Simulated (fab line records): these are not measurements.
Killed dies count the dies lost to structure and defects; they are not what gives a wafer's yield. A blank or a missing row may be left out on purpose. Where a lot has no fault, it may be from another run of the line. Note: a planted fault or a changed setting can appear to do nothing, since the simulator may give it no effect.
fab line records ; flow sfqLine
record lots=6; wafers=18; lastDay=87
route steps=325 shown INCOMING@1 L0@3
lots untouched by any fault: they come from a run of this same line in which no faults occurred
startH: hours from the record's opening day to when the first of the lot's shown wafers began ; waitH: hours since the lot's step before ; " same as the row above ; L1.1+2: several wafers, shown together as one row ; - either no value or no given start ; * or withheld: withheld ; < > ~ a bound
route shown NAME@n: a module of which the file shows steps, and the number in the route of the first ; usual: mean/standard deviation of fault-free wafers ; same: alike in all rows ; chamber/n: place in a boat ; sites: readings site by site ; _std_site: their standard deviation ; _edge_site: mean of outer sites minus mean of inner sites ; radiusMm: for every site, how far away it sits from the centre of the wafer ; mask NAME#n: copy n ; behind: the tool/chamber that last shaped the wafer ; hold: why the lot went on hold/how many hours it stayed there/how the hold came to an end ; device: transistor that didn't switch, given as n, p or np ; end of line: tests run on the same wafers once the route is complete ; for a step that has no rows: nothing shown but its recipe ; killed: count of dies lost to structure and defects at first sort (not the wafer's yield) ; map: dies across one wafer; x = killed, . = not, _ = none there
set.NAME: the setting the step ran with; set.NAME@STEP: the setting that earlier step ran with ; model.NAME: the simulator's own value behind a step, which no gauge read
lots at some steps of the route; a table a step, a row a wafer
services: when a tool's chamber went out of use (startH, in hours from the record's first day, below 0 if earlier), for how many hours, and the reason
## steps
# step SFQ_INCOMING_BOW_MEAS_900
# recipe mode=bow
# usual INCOMING_BOW=1/6.9
lot.wafer;tool;chamber;startH;waitH;INCOMING_BOW[um]
L884.2;filmMetro-02;-;15.02;-;-1
L884.4;filmMetro-02;-;15.02;-;0
L884.5;filmMetro-02;-;15.02;-;7
L885.2;filmMetro-03;-;20.02;-;-4
L885.5;filmMetro-03;-;20.02;-;-4
L885.6;filmMetro-03;-;20.02;-;-2
L892.2;filmMetro-01;-;55.02;-;0
L892.4;filmMetro-01;-;55.02;-;0
L892.5;filmMetro-01;-;55.02;-;5
L896.2;filmMetro-03;-;75.02;-;1
L896.5;filmMetro-03;-;75.02;-;-5
L896.6;filmMetro-03;-;75.02;-;4
L905.1;filmMetro-01;-;120.00;-;16
L905.2;filmMetro-01;-;120.00;-;2
L905.6;filmMetro-01;-;120.00;-;3
L906.4;filmMetro-02;-;125.06;-;-8
L906.5;filmMetro-02;-;125.06;-;-3
L906.6;filmMetro-02;-;125.06;-;-10
# step SFQ_TRILAYER_INCOMING_OXIDATION_002
# recipe tempC=1000; ambient=H2O; targetThkA=5000; pH2oTorr=720; oxTimeS=4939
# step SFQ_TRILAYER_L0_DEP_SPUTTER_003
# recipe material=MoNx_KI; basePressurePa=1.33e-06; targetThkNm=40; powerW=800; timeS=100; chamberPressurePa=0.4
# usual basePressurePa=1.34e-06/8.4e-08; throttleValvePct=29.7/1.1
lot.wafer;tool;chamber;startH;waitH;basePressurePa;throttleValvePct
L884.2;pvdSputter-03;-;17.49;0.0;1.2e-06;28.4
L884.4;pvdSputter-03;-;17.49;0.0;1.3e-06;31.4
L884.5;pvdSputter-03;-;17.49;0.0;1.38e-06;28.9
L885.2;pvdSputter-06;-;22.49;0.0;1.39e-06;29.4
L885.5;pvdSputter-06;-;22.49;0.0;1.17e-06;30.5
L885.6;pvdSputter-06;-;22.49;0.0;1.3e-06;29.1
L892.2;pvdSputter-03;-;57.49;0.0;1.14e-06;28.8
L892.4;pvdSputter-03;-;57.49;0.0;1.42e-06;31.7
L892.5;pvdSputter-03;-;57.49;0.0;1.3e-06;31.7
L896.2;pvdSputter-03;-;77.49;0.0;1.26e-06;31.7
L896.5;pvdSputter-03;-;77.49;0.0;1.16e-06;28.9
L896.6;pvdSputter-03;-;77.49;0.0;1.39e-06;30.0
L905.1;pvdSputter-06;-;122.49;0.0;1.42e-06;30.7
L905.2;pvdSputter-06;-;122.49;0.0;1.43e-06;28.8
L905.6;pvdSputter-06;-;122.49;0.0;1.34e-06;30.7
L906.4;pvdSputter-04;-;127.49;0.0;1.4e-06;30.4
L906.5;pvdSputter-04;-;127.49;0.0;1.32e-06;28.8
L906.6;pvdSputter-04;-;127.49;0.0;1.35e-06;31.0
# step SFQ_L0_RS_MEAS_901
# recipe thkMeasGauge=four-point-probe; reads=MoNx_KI_of_TRILAYER_L0_DEP_SPUTTER_003
# usual L0_MONX_KI_RS=43.7/0.41
lot.wafer;tool;chamber;startH;waitH;L0_MONX_KI_RS[ohm/sq]
L884.2;filmMetro-01;-;17.58;0.1;43.1
L884.4;filmMetro-01;-;17.58;0.1;43.3
L884.5;filmMetro-01;-;17.58;0.1;43.0
L885.2;filmMetro-02;-;22.58;0.1;44.2
L885.5;filmMetro-02;-;22.58;0.1;44.5
L885.6;filmMetro-02;-;22.58;0.1;44.2
L892.2;filmMetro-02;-;57.58;0.1;43.7
L892.4;filmMetro-02;-;57.58;0.1;43.8
L892.5;filmMetro-02;-;57.58;0.1;44.1
L896.2;filmMetro-01;-;77.58;0.1;43.4
L896.5;filmMetro-01;-;77.58;0.1;43.2
L896.6;filmMetro-01;-;77.58;0.1;43.3
L905.1;filmMetro-01;-;122.56;0.0;43.9
L905.2;filmMetro-01;-;122.56;0.0;43.6
L905.6;filmMetro-01;-;122.56;0.0;43.1
L906.4;filmMetro-01;-;127.62;0.1;44.0
L906.5;filmMetro-01;-;127.62;0.1;44.3
L906.6;filmMetro-01;-;127.62;0.1;43.7
# step SFQ_L0_THK_MEAS_902
# recipe thkMeasGauge=xrf; reads=MoNx_KI_of_TRILAYER_L0_DEP_SPUTTER_003
# usual L0_MONX_KI_THK=40.1/0.39
lot.wafer;tool;chamber;startH;waitH;L0_MONX_KI_THK[nm]
L884.2;filmMetro-01;-;17.69;0.1;40.5
L884.4;filmMetro-01;-;17.69;0.1;39.9
L884.5;filmMetro-01;-;17.69;0.1;40.4
L885.2;filmMetro-02;-;22.69;0.1;40.1
L885.5;filmMetro-02;-;22.69;0.1;39.9
L885.6;filmMetro-02;-;22.69;0.1;40.1
L892.2;filmMetro-02;-;57.69;0.1;40.0
L892.4;filmMetro-02;-;57.69;0.1;40.2
L892.5;filmMetro-02;-;57.69;0.1;39.9
L896.2;filmMetro-01;-;77.69;0.1;40.2
L896.5;filmMetro-01;-;77.69;0.1;40.2
L896.6;filmMetro-01;-;77.69;0.1;40.1
L905.1;filmMetro-01;-;122.68;0.1;39.6
L905.2;filmMetro-01;-;122.68;0.1;40.1
L905.6;filmMetro-01;-;122.68;0.1;40.2
L906.4;filmMetro-01;-;127.71;0.1;39.9
L906.5;filmMetro-01;-;127.71;0.1;39.2
L906.6;filmMetro-01;-;127.71;0.1;39.6
# step SFQ_TRILAYER_L0_LITHO_COAT_010
# recipe resist=BARC; spinRpm=3000; resistThkNm=62
# step SFQ_TRILAYER_L0_LITHO_COAT_005
# recipe resist=KrF; spinRpm=3000; resistThkNm=600
# step SFQ_TRILAYER_L0_LITHO_SOFTBAKE_009
# recipe tempC=withheld; timeS=withheld; resist=KrF
# step SFQ_TRILAYER_L0_LITHO_EXPOSE_006
# recipe maskId=L0; na=0.6; sourceShape=conventional; sigmaOuter=0.65; targetCdNm=2000; doseMj=14.4
# step SFQ_TRILAYER_L0_LITHO_PEB_008
# recipe pebTempC=115; pebTimeS=60; resist=KrF
# step SFQ_TRILAYER_L0_LITHO_DEVELOP_007
# recipe timeS=60; resist=KrF
# step SFQ_TRILAYER_L0_BARC_OPEN_METAL_ETCH_010
# recipe maskMaterial=PR; chemistry=O2; targetDepthNm=125; target=BARC; icpW=600; biasW=80; pressureMtorr=10; timeS=41.7
# usual drypumpMotorCurrentA=5.30/0.28; oesProductAu=0.685/0.0047; runLengthS=70.3/0.44
lot.wafer;tool;chamber;startH;waitH;drypumpMotorCurrentA;oesProductAu;rfHoursCounterH;runLengthS;model.KrF_of_TRILAYER_L0_LITHO_COAT_005.thkNm
L884.2;rieMetal-02;0;39.04;0.1;5.47;0.689;168;69.1;523.9
L884.4;rieMetal-02;0;39.04;0.1;5.49;0.679;-;69.4;523
L884.5;rieMetal-02;0;39.04;0.1;5.48;0.685;-;69.3;523.7
L885.2;rieMetal-04;1;43.64;0.1;5.46;0.683;205;70.3;525.9
L885.5;rieMetal-04;0;43.64;0.1;4.88;0.687;-;70.6;523.1
L885.6;rieMetal-04;1;43.64;0.1;5.46;0.686;-;70.2;522.5
L892.2;rieMetal-04;0;86.81;0.1;4.88;1.006;72;51.1;544.9
L892.4;rieMetal-04;1;86.81;0.1;5.45;0.680;-;70.4;522.4
L892.5;rieMetal-04;1;86.81;0.1;5.46;0.697;-;70.7;522.6
L896.2;rieMetal-04;1;104.81;0.1;5.45;0.690;3;70.8;525.5
L896.5;rieMetal-04;0;104.81;0.1;4.87;0.998;-;50.9;549.3
L896.6;rieMetal-04;1;104.81;0.1;5.47;0.682;-;70.2;525
L905.1;rieMetal-02;0;150.47;0.1;5.47;0.676;188;69.3;522.4
L905.2;rieMetal-02;1;150.47;0.1;5.68;0.679;24;70.0;523.3
L905.6;rieMetal-02;1;150.47;0.1;5.66;0.678;-;70.5;524
L906.4;rieMetal-02;1;152.89;0.1;5.69;0.682;-;69.8;522.9
L906.5;rieMetal-02;1;152.89;0.1;5.68;0.689;-;69.8;525
L906.6;rieMetal-02;0;152.89;0.1;5.46;0.694;-;69.2;524.2
# step SFQ_TRILAYER_L0_ETCH_METAL_ETCH_008
# recipe target=MoNx_KI; stopOn=SiO2; maskMaterial=PR; chemistry=SF6/O2; targetDepthNm=50; icpW=600; biasW=80; pressureMtorr=10; timeS=25
# usual drypumpMotorCurrentA=5.30/0.27; oesProductAu=0.872/0.007; runLengthS=53.5/0.44
lot.wafer;tool;chamber;startH;waitH;drypumpMotorCurrentA;oesProductAu;rfHoursCounterH;runLengthS;model.KrF_of_TRILAYER_L0_LITHO_COAT_005.thkNm
L884.2;rieMetal-02;0;39.10;0.0;5.50;0.871;168;52.7;482.9
L884.4;rieMetal-02;0;39.10;0.0;5.49;0.875;-;52.6;482.2
L884.5;rieMetal-02;0;39.10;0.0;5.50;0.886;-;52.5;482.5
L885.2;rieMetal-04;1;43.70;0.0;5.47;0.867;205;53.5;484.9
L885.5;rieMetal-04;0;43.70;0.0;4.89;0.866;-;54.2;481.5
L885.6;rieMetal-04;1;43.70;0.0;5.44;0.861;-;54.2;481.6
L892.2;rieMetal-04;0;86.87;0.0;4.88;0.880;72;53.9;503.2
L892.4;rieMetal-04;1;86.87;0.0;5.46;0.867;-;53.6;481.6
L892.5;rieMetal-04;1;86.87;0.0;5.45;0.864;-;53.6;482
L896.2;rieMetal-04;1;104.87;0.0;5.46;0.880;3;53.6;483.6
L896.5;rieMetal-04;0;104.87;0.0;4.87;0.879;-;54.0;507.4
L896.6;rieMetal-04;1;104.87;0.0;5.44;0.881;-;53.9;483
L905.1;rieMetal-02;0;150.53;0.0;5.50;0.876;188;52.6;481.1
L905.2;rieMetal-02;1;150.53;0.0;5.67;0.875;24;53.6;481.5
L905.6;rieMetal-02;1;150.53;0.0;5.64;0.878;-;53.4;482.6
L906.4;rieMetal-02;1;152.94;0.0;5.66;0.876;-;53.6;481.5
L906.5;rieMetal-02;1;152.94;0.0;5.71;0.864;-;53.7;483.4
L906.6;rieMetal-02;0;152.94;0.0;5.49;0.871;-;52.4;482.8
# step SFQ_TRILAYER_L0_STRIP_STRIP_009
# recipe gas=O2; powerW=200; platenTempC=40; overashFraction=0.65; chemistry=O2; pressureMtorr=50
# usual drypumpMotorCurrentA=5.30/0.28; oesProductAu=0.998/0.0085
lot.wafer;tool;chamber;startH;waitH;drypumpMotorCurrentA;oesProductAu;rfHoursCounterH
L884.2;rieMetal-02;0;39.15;0.0;5.51;0.994;168
L884.4;rieMetal-02;0;39.15;0.0;5.46;0.978;-
L884.5;rieMetal-02;0;39.15;0.0;5.48;0.981;-
L885.2;rieMetal-04;1;43.75;0.0;5.46;0.993;205
L885.5;rieMetal-04;0;43.75;0.0;4.89;1.005;-
L885.6;rieMetal-04;1;43.75;0.0;5.47;0.977;-
L892.2;rieMetal-04;0;86.92;0.0;4.88;0.993;72
L892.4;rieMetal-04;1;86.92;0.0;5.49;1.002;-
L892.5;rieMetal-04;1;86.92;0.0;5.47;0.996;-
L896.2;rieMetal-04;1;104.92;0.0;5.45;1.001;4
L896.5;rieMetal-04;0;104.92;0.0;4.86;1.007;-
L896.6;rieMetal-04;1;104.92;0.0;5.45;1.010;-
L905.1;rieMetal-02;0;150.57;0.0;5.48;0.993;188
L905.2;rieMetal-02;1;150.57;0.0;5.72;0.986;24
L905.6;rieMetal-02;1;150.57;0.0;5.70;0.990;-
L906.4;rieMetal-02;1;153.17;0.2;5.71;0.997;-
L906.5;rieMetal-02;1;153.17;0.2;5.74;1.005;-
L906.6;rieMetal-02;0;153.17;0.2;5.46;0.994;-
## services
tool;chamber;startH;hours;kind
rieMetal-02;1;-0.57;-;clean
rieMetal-02;1;-0.57;-;consumableReplace:focusRing
rieMetal-02;1;-0.57;18.5;scheduledDown
rieMetal-02;1;-0.57;18.5;ventCycle
pvdSputter-03;-;50.85;3.3;repair
rieMetal-04;1;60.81;-;clean
rieMetal-04;1;60.81;-;consumableReplace:focusRing
rieMetal-04;1;60.81;21.6;scheduledDown
rieMetal-04;1;60.81;21.6;ventCycle
pvdSputter-06;3;100.30;-;consumableReplace:kit
pvdSputter-06;3;100.30;18.0;scheduledDown
pvdSputter-06;3;100.30;18.0;ventCycle
pvdSputter-06;-;102.99;14.1;repair
## key
firstSign step=SFQ_TRILAYER_L0_BARC_OPEN_METAL_ETCH_010; reading=oesProductAu; direction=up; sigmas=67; usual=0.685; struck=1.002
effect step=SFQ_TRILAYER_L0_BARC_OPEN_METAL_ETCH_010; reading=runLengthS; direction=down; sigmas=43; usual=*; struck=*
modelEffect step=SFQ_TRILAYER_L0_BARC_OPEN_METAL_ETCH_010; value=KrF_of_TRILAYER_L0_LITHO_COAT_005.thkNm; without=522.9; struck=547.1
modelEffect step=SFQ_TRILAYER_L0_ETCH_METAL_ETCH_008; value=KrF_of_TRILAYER_L0_LITHO_COAT_005.thkNm; without=481.2; struck=505.3
metAt SFQ_TRILAYER_L0_BARC_OPEN_METAL_ETCH_010
struckWafers L892.2,L896.5
onsetBetween 43.64 86.81
fault kind=processParameterDrift; tool=rieMetal-04; chamber=0; onsetH=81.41; steps=SFQ_TRILAYER_L0_BARC_OPEN_METAL_ETCH_010; channel=timeS; offset=*; shape=step; endH=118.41; actsIn=*; stated=*
